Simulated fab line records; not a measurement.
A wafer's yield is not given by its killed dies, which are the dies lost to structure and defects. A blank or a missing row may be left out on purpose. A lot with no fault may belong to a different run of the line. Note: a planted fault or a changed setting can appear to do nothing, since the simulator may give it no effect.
Code-filled problem report in 8D (eight disciplines) form / flow sky130 / the parts of the form that need people (team, actions taken, sign-off) are left out

## 1. WHAT IS WRONG
VIA3_W_RS at SKY_VIA3_RS_MEAS_22 reads a mean of 0.256 ohm/sq on 2 wafers of 2 lots; wafers without a fault read 0.295 ohm/sq with a standard deviation of 0.0041. That is -9.6 standard deviations from the usual mean.
The step: measures by four-point-probe.
First observed at day 43 06:34: wafer L828.1, on film-metro-02. The record has a number at this step for 30 wafers belonging to 10 lots. Rule for "out", or "out of limits": more than 4 standard deviations from the usual mean. Any other wafer with a number is counted as sound.

## 2. WHAT IT IS AND WHAT IT IS NOT
question=which readings at this step | is=VIA3_W_RS | is not=-
question=which lots | is=L828, L829 | is not=L816, L819, L820, L821, L825, L833, L836, L837
question=which wafers of those lots | is=L828.1, L829.1 | is not=L828.2, L828.6, L829.2, L829.6
question=read on which gauges | is=film-metro-02, film-metro-04 | is not=film-metro-03
question=when | is=from day 43 06:34 | is not=up to then (17 sound wafers); but 11 sound wafers of L829, L833, L836, L837 came after

## 3. WHAT RULES OUT EACH SUSPECT
Counting: any tool at a process step up to the reading remains a suspect provided it ran every lot that is out. Sound lots after the first of them don't rule it out here, since some wafers of a struck lot are sound.
- the gauge at SKY_VIA3_RS_MEAS_22 has been ruled out. The wafers that are out were read on 2 gauges (film-metro-02, film-metro-04).
- pvd-sputter-01 at SKY_METAL3_SPUTTER_00 (material Ti, target thk 15 nm, time 10 s): kept. Ran every lot that is out, first one L828 (day 40 03:14); last sound lot up to then L821 (day 38 06:43).
- cvd-w-01 at SKY_VIA3_CVD_21 (deposits W, target thk 390 nm, time 117.31 s): kept. Ran every lot that is out, first one L828 (day 43 06:20); last sound lot up to then L825 (day 42 13:41).
What counting leaves: pvd-sputter-01 at SKY_METAL3_SPUTTER_00 and cvd-w-01 at SKY_VIA3_CVD_21.

## 4. THE CAUSE (what the simulator had put in)
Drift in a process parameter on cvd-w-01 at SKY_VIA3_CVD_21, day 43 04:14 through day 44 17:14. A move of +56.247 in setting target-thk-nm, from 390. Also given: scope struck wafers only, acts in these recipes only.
Counting left 2 suspects, and this tool is among them.

## 5. THE EFFECT CHAIN, in route order
Rows list readings where the struck wafers' mean (over those with a number) sits beyond 3 standard deviations from the usual. Only readings for which the record gives a usual standard deviation are gone through. hours: the time from each lot's start at the first step in this table that gives one to its start at this step, as a median over the lots. sigmas: the change in usual standard deviations.
hours=0; step=SKY_VIA3_RS_MEAS_22; reading=VIA3_W_RS; usual=0.295 ohm/sq; on struck wafers=0.256; change=-0.039; sigmas=-9.6
hours=0; step=SKY_VIA3_THK_MEAS_23; reading=VIA3_W_THK; usual=376 nm; on struck wafers=431; change=+55; sigmas=+9.2

## 6. WHAT WOULD HAVE CAUGHT IT SOONER
2 hours passed between the start of the fault at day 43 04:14 and the first reading out of limits at a measuring or inspecting step in this record, taken at day 43 06:34.
An alarm limit of 4 standard deviations would not have fired on the tool readings at SKY_VIA3_CVD_21 for which the record gives a usual standard deviation, since none of them was out on any struck wafer.
Lots out: 2; of these, L829 started SKY_VIA3_CVD_21 on cvd-w-01 after day 43 06:34. It would have been spared by a hold on the tool at that moment.
